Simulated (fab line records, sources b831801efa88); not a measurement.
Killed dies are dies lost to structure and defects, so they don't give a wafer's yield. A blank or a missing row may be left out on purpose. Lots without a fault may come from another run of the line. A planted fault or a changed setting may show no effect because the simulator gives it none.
Chamber matching | flow gf180mcu | GF_V5_CVD_02 on pecvd-02: 3 sister chambers
The step deposits SiO2 from TEOS, target thk 1450 nm, time 163.28 s. 6 wafers are shown with their chamber, then 12 later ones without.

WAFERS WITH THEIR CHAMBER
wafer  | chamber | heater_power_w (W)
L081.4 | 2       | 644
L082.1 | 1       | 592
L082.4 | 0       | 737
L088.1 | 1       | 591
L088.3 | 2       | 727
L088.4 | 0       | 607

WAFERS WITHOUT THEIR CHAMBER
wafer  | heater_power_w (W)
L087.2 | 739
L087.4 | 650
L087.5 | 508
L089.1 | 682
L089.3 | 754
L089.4 | 729
L091.2 | 760
L091.4 | 617
L091.6 | 744
L093.1 | 710
L093.4 | 596
L093.5 | 787

WHICH CHAMBER EACH WENT THROUGH
wafer  | from the rows above          | in truth
L087.2 | can't be placed: 2 or 0 or 1 | 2
L087.4 | can't be placed: 0 or 2 or 1 | 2
L087.5 | can't be placed: 1 or 0 or 2 | 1
L089.1 | can't be placed: 2 or 0 or 1 | 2
L089.3 | can't be placed: 2 or 0 or 1 | 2
L089.4 | can't be placed: 2 or 0 or 1 | 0
L091.2 | can't be placed: 2 or 0 or 1 | 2
L091.4 | can't be placed: 1 or 0 or 2 | 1
L091.6 | can't be placed: 2 or 0 or 1 | 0
L093.1 | can't be placed: 2 or 0 or 1 | 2
L093.4 | can't be placed: 1 or 0 or 2 | 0
L093.5 | can't be placed: 2 or 0 or 1 | 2
Placed correctly: 0 of 12. Can't be placed from these rows: 12 (the true chamber is among the candidates in 12). Placed wrongly: 0.
How it was worked out, from the rows above alone: a wafer's distance from a chamber is the root of the sum, over the readings, of the square of ((its reading less the chamber's mean) divided by the reading's scatter). The wafer belongs to the nearest chamber; if the next one is less than 2 further off, it can't be placed. A chamber's mean is the mean of its shown wafers. The scatter: the root of (the sum of the squares of (reading less its chamber's mean) over the shown wafers, divided by (wafers less chambers)).
